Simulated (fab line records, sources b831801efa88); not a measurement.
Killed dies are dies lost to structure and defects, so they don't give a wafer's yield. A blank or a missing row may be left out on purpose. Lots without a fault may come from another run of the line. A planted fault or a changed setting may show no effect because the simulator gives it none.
Split-lot experiment | flow gf180mcu | 5 lots, 23 wafers read, on a route of 602 steps

THE SPLIT
At GF_HV_LDD_COAT_41 (resist thk 1000 nm), the setting resist_thk_nm was moved away from the recipe's 1000 nm on 8 of the 23 wafers read, by -3.7% to +1.8%. The other wafers ran this setting at the recipe's value.

The reading is taken at the split's own step.

THE READING
NOVOLAK_of_HV_LDD_COAT_41.thk_nm (the simulator's own value, which no gauge read), in nm, at GF_HV_LDD_COAT_41 (resist thk 1000 nm). The file gives no usual value for it. The 15 wafers here that ran the recipe average 999.1 nm, standard deviation 2.6 nm.

wafer  | tool, chamber at the split | resist_thk_nm as run, nm | against the recipe | NOVOLAK_of_HV_LDD_COAT_41.thk_nm, nm | against lot-mates on the recipe
L074.1 | litho_track-03, 0          | 971.3                    | -2.9%              | 967.4                                | -28.6
L074.2 | litho_track-03, 0          | 1000                     | recipe             | 996.6                                | -
L074.4 | litho_track-03, 0          | 1000                     | recipe             | 995.9                                | -
L074.5 | litho_track-03, 0          | 1000                     | recipe             | 995.5                                | -
L074.6 | litho_track-03, 0          | 971.3                    | -2.9%              | 967.2                                | -28.8
L075.1 | litho_track-04, 0          | 1000                     | recipe             | 997.9                                | -
L075.5 | litho_track-04, 0          | 1000                     | recipe             | 997.1                                | -
L075.6 | litho_track-04, 0          | 1000                     | recipe             | 995.3                                | -
L078.1 | litho_track-04, 0          | 1000                     | recipe             | 1001                                 | -
L078.3 | litho_track-04, 0          | 1000                     | recipe             | 1000                                 | -
L078.4 | litho_track-04, 0          | 1000                     | recipe             | 1000                                 | -
L078.5 | litho_track-04, 0          | 1000                     | recipe             | 999.7                                | -
L078.6 | litho_track-04, 0          | 1000                     | recipe             | 999.2                                | -
L079.1 | litho_track-01, 0          | 1000                     | recipe             | 1001                                 | -
L079.4 | litho_track-01, 0          | 1000                     | recipe             | 1001                                 | -
L079.3 | litho_track-01, 0          | 1018                     | +1.8%              | 1020                                 | +19.0
L079.5 | litho_track-01, 0          | 1018                     | +1.8%              | 1020                                 | +19.0
L079.6 | litho_track-01, 0          | 1018                     | +1.8%              | 1018                                 | +17.0
L085.1 | litho_track-04, 0          | 1000                     | recipe             | 1001                                 | -
L085.3 | litho_track-04, 0          | 962.8                    | -3.7%              | 966.3                                | -36.7
L085.4 | litho_track-04, 0          | 1000                     | recipe             | 1005                                 | -
L085.5 | litho_track-04, 0          | 962.8                    | -3.7%              | 965.6                                | -37.4
L085.6 | litho_track-04, 0          | 962.8                    | -3.7%              | 967                                  | -36.0

THE FIT
A straight line over all 23 wafers: NOVOLAK_of_HV_LDD_COAT_41.thk_nm changes by +9.8 nm for each +1% of resist_thk_nm; r = +0.98; the points scatter about the line by 3 nm.
The same after taking each lot's own level away (the mean of its wafers on the recipe; 23 wafers): +9.96 nm for each +1%; r = +1.00; scatter 0.93 nm.
On that fit, the largest move of resist_thk_nm shifts the reading by 37 nm.
The lots' own levels span 996.00 to 1003.00 nm, that is 2.7 times the standard deviation above.
So the lot-to-lot level changes the slope little: the two slopes agree.
Check: with one of the wafers moved furthest among these (-3.7%) left out of the fit, the line predicts -37 nm for it against its lot-mates. It came out at -36.7 nm against them.

OTHER SPLITS ON THESE WAFERS
These wafers also went through other splits before the reading. Each is held against what the fit with the lots' levels taken away leaves over:
other split on the same wafers   | wafers away from the commonest value | r with NOVOLAK_of_HV_LDD_COAT_41.thk_nm (lot level and that fit taken away)
GF_POLY_GATE_PEB_08 peb_temp_c   | 4                                    | -0.35
GF_POLY_GATE_ETCH_12 source_w    | 10                                   | -0.02
GF_POLY_GATE_OXIDATION_16 temp_c | 15                                   | +0.01
GF_HV_LDD_IMPLANT_09 dose_cm2    | 7                                    | -0.03
GF_HV_LDD_DEVELOP_30 dev_temp_c  | 7                                    | -0.02

THE WHOLE CHAIN: every reading that the file lists as answering this split, in the file's order
step               | what it does       | reading                                                                           | change (the file's fit)              | r (the file's)
GF_HV_LDD_COAT_41  | resist thk 1000 nm | NOVOLAK_of_HV_LDD_COAT_41.thk_nm (the simulator's own value, which no gauge read) | +9.91 nm for each +1% of the setting | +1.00
GF_HV_LDD_STRIP_49 | strips in O2/N2    | strip_time_to_endpoint_s                                                          | withheld for each +1% of the setting | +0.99

THE FILE'S OWN FIT
NOVOLAK_of_HV_LDD_COAT_41.thk_nm changes by +9.91 nm for each +1% of resist_thk_nm, r = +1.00.
